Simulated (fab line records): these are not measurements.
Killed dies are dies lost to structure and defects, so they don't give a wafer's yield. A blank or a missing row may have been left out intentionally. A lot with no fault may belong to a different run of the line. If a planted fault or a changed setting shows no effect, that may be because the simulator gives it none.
Matching of chambers :: flow sky130 :: 4 sister chambers for SKY_METAL4_ETCH_17 on rie diel-01
The step etches SiO2 in C4F8/O2/Ar, stops on TiN, time 3.9 s, target depth 15 nm. 4 wafers are shown with their chamber, then 10 later ones without.

## EACH WAFER AND ITS CHAMBER
wafer: L087.6
chamber: 0
oes product au (a.u.): 0.750

wafer: L089.6
chamber: 2
oes product au (a.u.): 0.754

wafer: L091.3
chamber: 3
oes product au (a.u.): 0.765

wafer: L091.4
chamber: 1
oes product au (a.u.): 0.761

## WAFERS WITHOUT THEIR CHAMBER
wafer: L091.5
oes product au (a.u.): 0.760

wafer: L093.3
oes product au (a.u.): 0.738

wafer: L093.4
oes product au (a.u.): 0.746

wafer: L093.5
oes product au (a.u.): 0.761

wafer: L095.1
oes product au (a.u.): 0.751

wafer: L095.5
oes product au (a.u.): 0.761

wafer: L095.6
oes product au (a.u.): 0.765

wafer: L097.1
oes product au (a.u.): 0.749

wafer: L097.5
oes product au (a.u.): 0.760

wafer: L097.6
oes product au (a.u.): 0.755

## THE CHAMBER EACH PASSED THROUGH
wafer: L091.5
from the rows above: can't be placed: 1 or 3 or 2
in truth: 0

wafer: L093.3
from the rows above: can't be placed: 0 or 2
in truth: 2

wafer: L093.4
from the rows above: can't be placed: 0 or 2
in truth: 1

wafer: L093.5
from the rows above: can't be placed: 1 or 3 or 2
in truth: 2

wafer: L095.1
from the rows above: can't be placed: 0 or 2
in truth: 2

wafer: L095.5
from the rows above: can't be placed: 1 or 3 or 2
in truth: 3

wafer: L095.6
from the rows above: can't be placed: 3 or 1
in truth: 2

wafer: L097.1
from the rows above: can't be placed: 0 or 2
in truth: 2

wafer: L097.5
from the rows above: can't be placed: 1 or 3 or 2
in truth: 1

wafer: L097.6
from the rows above: can't be placed: 2 or 0 or 1
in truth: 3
0 of 10 placed correctly. These rows do not allow placing 10 (true chamber among the candidates in 6). Number placed wrongly: 0.
How it was worked out, from the rows above alone: a wafer's distance from a chamber is the root of the sum, over the readings, of the square of ((its reading less the chamber's mean) divided by the reading's scatter). If the next closest chamber is less than 2 further off than the closest, the wafer can't be placed; otherwise it belongs to the closest. Each chamber's mean is taken over the wafers shown for it. The scatter: with one shown wafer a chamber, the root of the mean of the squares of how far each hidden wafer lies from its nearest shown one.
